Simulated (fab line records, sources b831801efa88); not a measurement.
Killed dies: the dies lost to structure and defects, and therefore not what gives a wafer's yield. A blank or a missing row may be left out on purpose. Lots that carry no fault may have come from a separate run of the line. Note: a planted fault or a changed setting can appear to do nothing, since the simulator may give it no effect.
Which tool did it? -- flow sky130 -- 45 wafers from 15 lots sampled at 2 of the route's 708 steps

## WHAT THE GAUGES SHOWED, per wafer
SKY_PWDE_TW_MEAS_10. Usual: for PWDE_TW the level is 372.0 and the standard deviation is 1.8.
lot,measured,on,PWDE_TW,flag
L623,day 3 19:19,film_metro-04,369.5 371.4 369.7,
L624,day 4 03:10,film_metro-01,370.5 371.0 372.3,
L626,day 4 12:25,film_metro-01,371.7 371.1 372.0,
L628,day 5 02:56,film_metro-01,375.3 372.4 372.2,
L629,day 5 07:07,film_metro-02,370.6 372.3 371.5,
L630,day 5 12:17,film_metro-01,372.6 371.9 371.5,
L631,day 5 16:14,film_metro-02,371.7 371.5 372.2,
L632,day 5 21:26,film_metro-01,372.2 372.9 374.0,
L633,day 6 04:04,film_metro-01,376.8 374.9 374.6,
L634,day 6 09:44,film_metro-01,375.0 376.0 373.6,
L636,day 6 21:41,film_metro-02,372.3 372.5 371.5,
L637,day 7 06:43,film_metro-02,377.3 370.8 376.8,

## TOOL THAT RAN EACH LOT (tool first, then ch and the chambers of the sampled wafers, then the start)
lot,SKY_FIELD_ISO_EXPOSE_10
L623,"krf_scanner-02 ch 0, day 1 21:19"
L624,"krf_scanner-02 ch 0, day 2 02:37"
L626,"krf_scanner-01 ch 0, day 2 12:29"
L628,"krf_scanner-02 ch 0, day 2 23:18"
L629,"krf_scanner-02 ch 0, day 3 05:36"
L630,"krf_scanner-01 ch 0, day 3 11:13"
L631,"krf_scanner-01 ch 0, day 3 14:08"
L632,"krf_scanner-02 ch 0, day 3 19:31"
L633,"krf_scanner-01 ch 0, day 4 00:09"
L634,"krf_scanner-02 ch 0, day 4 06:27"
L636,"krf_scanner-02 ch 0, day 4 17:38"
L637,"krf_scanner-02 ch 0, day 4 22:52"
L638,"krf_scanner-01, day 5 02:07"
L639,"krf_scanner-01, day 5 06:23"
L640,"krf_scanner-01, day 5 12:41"
- SKY_FIELD_ISO_EXPOSE_10: exposes mask FOM, target cd 150 nm.

## WHAT THE TOOLS THEMSELVES READ (means of the sampled wafers that have a number; where no wafer has one, the mark that the record gives instead)
SKY_FIELD_ISO_EXPOSE_10. Usual: exposure_dose_mJ_cm2 28.004, standard deviation 0.029; focus_offset_nm 0.0 nm, standard deviation 0.54.
lot,tool,exposure_dose_mJ_cm2,focus_offset_nm (nm),flag
L623,krf_scanner-02,27.997,-0.3,
L624,krf_scanner-02,28.061,-0.9,
L626,krf_scanner-01,27.980,0.2,
L628,krf_scanner-02,27.990,-0.2,
L629,krf_scanner-02,28.006,-0.4,
L630,krf_scanner-01,28.039,0.1,
L631,krf_scanner-01,28.025,0.2,
L632,krf_scanner-02,28.043,0.4,
L633,krf_scanner-01,28.057,0.0,
L634,krf_scanner-02,27.987,-0.6,
L636,krf_scanner-02,27.975,-0.2,
L637,krf_scanner-02,28.004,0.4,
L638,krf_scanner-01,-,-,OFF
L639,krf_scanner-01,-,-,OFF
L640,krf_scanner-01,-,-,OFF

## THE ANSWER, worked out from the rows above alone
Rule: a lot counts as off when the mean over its wafers that have a number is more than 3 standard deviations away from the usual mean. Also off: a lot with no number at a reading for which 4 or more lots have one. All remaining lots with rows at the step are treated as sound. Order of review: gauges by route order, followed by the tools' own readings, for which a lot's mean as printed above is used. The first step at which some lot is off is used, and at that step the reading that is off furthest; a lot without a number counts as furthest.
Off, at SKY_FIELD_ISO_EXPOSE_10 on exposure_dose_mJ_cm2: L638, L639, L640. Without a number there: L638, L639, L640.
A tool fits if, at that step or a process step before it, it ran every lot that is off, and no sound lot after the first of them. One fits: SKY_FIELD_ISO_EXPOSE_10 on krf_scanner-01. A fault onset in the window from L633 (day 4 00:09, its last sound lot) to L638 (day 5 02:07, its first lot off) fits.
Blank at SKY_FIELD_ISO_EXPOSE_10 on the lots that are off, where sound lots have numbers: exposure_dose_mJ_cm2, focus_offset_nm.

## WHAT THE SIMULATOR HAD INSERTED
Step skipped in full: krf_scanner-01, at SKY_FIELD_ISO_EXPOSE_10, from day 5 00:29 onward. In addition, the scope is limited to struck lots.
Struck lots among those shown: L638, L639, L640. Same finding as the rule above.
